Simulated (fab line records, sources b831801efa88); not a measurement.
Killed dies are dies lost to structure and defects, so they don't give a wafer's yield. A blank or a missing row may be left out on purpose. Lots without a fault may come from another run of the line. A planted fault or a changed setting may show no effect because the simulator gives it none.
Which tool did it? | flow gf180mcu | 14 lots, 42 wafers sampled, at 5 steps of a route of 602

WHAT THE GAUGES READ, wafer by wafer
GF_DNWELL_TW_MEAS_09.
lot  | measured    | on            | DNWELL_TW
L137 | day 2 23:30 | film_metro-02 | 1355 1356 1358
L138 | day 3 04:52 | film_metro-03 | 1348 1356 1356
L139 | day 3 11:16 | film_metro-02 | 1343 1350 1361
L140 | day 3 14:54 | film_metro-03 | 1361 1366 1355
L141 | day 3 23:28 | film_metro-03 | 1359 1369 1366
L143 | day 4 07:43 | film_metro-04 | 31 31 31 31 31 31
L144 | day 4 15:58 | film_metro-03 | 31 31 31 31 31 31
L153 | day 6 13:55 | film_metro-02 | 1359 1360 1359
L154 | day 6 20:51 | film_metro-04 | 1341 1336 1335
L155 | day 7 01:45 | film_metro-04 | 1344 1343 1349
L156 | day 7 06:00 | film_metro-03 | 1357 1354 1358
L157 | day 7 09:57 | film_metro-02 | 1345 1347 1349
L158 | day 7 16:30 | film_metro-02 | 1357 1352 1356
L159 | day 7 19:43 | film_metro-04 | 1344 1346 1339

GF_VT_IMPLANT_OVL_MEAS_29.
lot  | measured     | on         | VT_IMPLANT_02_OVL (nm)
L137 | day 7 01:09  | overlay-01 | 1.6 1.2 1.6
L138 | day 7 09:01  | overlay-02 | 0.4 -1.1 -0.7
L139 | day 7 14:46  | overlay-01 | 1.9 1.3 1.7
L140 | day 7 18:31  | overlay-02 | -1.7 -2.9 -1.3
L141 | day 8 04:53  | overlay-02 | 1.5 1.4 -1.9
L153 | day 11 10:50 | overlay-02 | -0.8 -0.2 0.5
L154 | day 11 20:33 | overlay-01 | 0.0 0.2 -0.2
L155 | day 12 04:03 | overlay-02 | 1.9 2.0 2.7
L156 | day 12 07:07 | overlay-02 | -2.9 -1.9 -1.5
L157 | day 12 12:31 | overlay-01 | -0.3 0.2 0.4
L158 | day 12 20:35 | overlay-02 | 2.2 2.0 1.2
L159 | day 13 01:40 | overlay-02 | 0.5 -0.4 0.0

GF_VT_IMPLANT_OVL_MEAS_40.
lot  | measured     | on         | VT_IMPLANT_03_OVL (nm)
L137 | day 7 17:34  | overlay-02 | -1.9 1.0 0.1
L138 | day 8 01:10  | overlay-01 | -0.2 -0.6 1.2
L139 | day 8 06:49  | overlay-01 | 1.6 1.5 1.6
L140 | day 8 10:43  | overlay-01 | -2.9 -2.5 -2.0
L141 | day 8 21:07  | overlay-01 | 1.1 2.2 2.7
L153 | day 12 06:13 | overlay-02 | -1.5 0.1 -1.8
L154 | day 12 15:55 | overlay-01 | -1.6 -0.7 0.6
L155 | day 12 22:49 | overlay-01 | 0.7 -0.4 -0.9
L156 | day 13 02:37 | overlay-01 | 1.0 0.3 -0.6
L157 | day 13 08:28 | overlay-02 | -1.2 0.2 1.3
L158 | day 13 16:47 | overlay-01 | -0.1 0.4 0.7
L159 | day 13 20:58 | overlay-02 | -1.8 -2.2 0.1

WHICH TOOL RAN EACH LOT (tool, then ch and the chambers of the sampled wafers, then the start)
lot  | GF_DNWELL_EXPOSE_04                | GF_VT_IMPLANT_STRIP_09
L137 | iline_stepper-02 ch 0, day 2 17:08 | plasma_asher-02 ch 0,1, day 5 18:40
L138 | iline_stepper-01 ch 0, day 2 22:41 | plasma_asher-01 ch 0,1, day 6 01:49
L139 | iline_stepper-02 ch 0, day 3 04:25 | plasma_asher-04 ch 0,1, day 6 08:49
L140 | iline_stepper-01 ch 0, day 3 08:16 | plasma_asher-01 ch 0,1, day 6 12:37
L141 | iline_stepper-01 ch 0, day 3 16:35 | plasma_asher-02 ch 0,1, day 6 21:43
L143 | iline_stepper-02, day 4 01:19      | -
L144 | iline_stepper-01, day 4 08:33      | -
L153 | iline_stepper-01 ch 0, day 6 06:25 | plasma_asher-04 ch 0,1, day 9 22:58
L154 | iline_stepper-02 ch 0, day 6 13:47 | plasma_asher-04 ch 0,1, day 10 07:50
L155 | iline_stepper-02 ch 0, day 6 17:57 | plasma_asher-02 ch 0,1, day 10 15:15
L156 | iline_stepper-02 ch 0, day 6 22:03 | plasma_asher-02 ch 0,1, day 10 17:29
L157 | iline_stepper-01 ch 0, day 7 01:31 | plasma_asher-01 ch 0,1, day 10 22:37
L158 | iline_stepper-01 ch 0, day 7 08:39 | plasma_asher-02 ch 0,1, day 11 06:11
L159 | iline_stepper-02 ch 0, day 7 12:05 | plasma_asher-04 ch 0,1, day 11 10:13
- GF_DNWELL_EXPOSE_04: exposes mask DNWELL, target cd 1700 nm.
- GF_VT_IMPLANT_STRIP_09: strips in O2/N2.

WHAT THE TOOLS THEMSELVES READ (means of the sampled wafers that have a number; where no wafer has one, the mark that the record gives instead)
GF_DNWELL_EXPOSE_04.
lot  | tool             | exposure_dose_mJ_cm2 | focus_offset_nm (nm)
L137 | iline_stepper-02 | 260.04               | -0.2
L138 | iline_stepper-01 | 260.27               | -0.1
L139 | iline_stepper-02 | 259.74               | 0.1
L140 | iline_stepper-01 | 259.85               | 0.1
L141 | iline_stepper-01 | 259.94               | 0.8
L143 | iline_stepper-02 | -                    | -
L144 | iline_stepper-01 | -                    | -
L153 | iline_stepper-01 | 260.05               | -0.3
L154 | iline_stepper-02 | 259.67               | 0.0
L155 | iline_stepper-02 | 259.95               | -0.1
L156 | iline_stepper-02 | 259.59               | -0.4
L157 | iline_stepper-01 | 259.78               | 0.6
L158 | iline_stepper-01 | 259.90               | 0.3
L159 | iline_stepper-02 | 259.97               | -0.6

GF_VT_IMPLANT_STRIP_09.
lot  | tool            | drypump_motor_current_A (A) | heater_power_w (W) | oes_product_au (a.u.) | strip_time_to_endpoint_s (s)
L137 | plasma_asher-02 | 5.8                         | 321                | 0.715                 | 12.62
L138 | plasma_asher-01 | 6.2                         | 317                | 0.715                 | 12.64
L139 | plasma_asher-04 | 6.1                         | 278                | 0.716                 | 12.64
L140 | plasma_asher-01 | 6.3                         | 318                | 0.714                 | 12.64
L141 | plasma_asher-02 | 5.8                         | 323                | 0.716                 | 12.60
L153 | plasma_asher-04 | 6.1                         | 274                | 0.715                 | 12.61
L154 | plasma_asher-04 | 6.1                         | 279                | 0.716                 | 12.61
L155 | plasma_asher-02 | 6.0                         | 309                | 0.716                 | 12.64
L156 | plasma_asher-02 | 6.0                         | 310                | 0.715                 | 12.62
L157 | plasma_asher-01 | 6.4                         | 320                | 0.718                 | 12.63
L158 | plasma_asher-02 | 5.7                         | 325                | 0.714                 | 12.60
L159 | plasma_asher-04 | 6.1                         | 280                | 0.716                 | 12.60

THE ANSWER, worked out from the rows above alone
Rule: what is usual is taken from the lots themselves. Put in order of their means at a reading, lots are off if they are a third of the lots or fewer, leave a main group of 4 or more, and stand apart from it by a gap of 3 or more times the standard deviation of the main group's means; of several such gaps the widest counts. A main group whose means are all the same, to the digits that the tables above print for the reading, isn't used. A lot without any number at a reading at which 4 lots or more have one is off too. The other lots that the step has rows for count as sound. The gauges are gone through in route order, then the tools' own readings, and for those a lot's mean is taken as printed above. The first step at which some lot is off is used, and at that step the reading that is off furthest; a lot without a number counts as furthest.
Off: L143, L144, at GF_DNWELL_TW_MEAS_09 (DNWELL_TW). The main group: mean 1352, standard deviation 7.6.
A tool fits if, at a process step before that reading, it ran every lot that is off, and no sound lot after the first of them. The gauges at GF_DNWELL_TW_MEAS_09 aren't tried: what is off there is off at GF_DNWELL_EXPOSE_04 too, on other tools, and a gauge's error can't cause that. None of those tried fits.

WHAT THE SIMULATOR HAD PUT IN
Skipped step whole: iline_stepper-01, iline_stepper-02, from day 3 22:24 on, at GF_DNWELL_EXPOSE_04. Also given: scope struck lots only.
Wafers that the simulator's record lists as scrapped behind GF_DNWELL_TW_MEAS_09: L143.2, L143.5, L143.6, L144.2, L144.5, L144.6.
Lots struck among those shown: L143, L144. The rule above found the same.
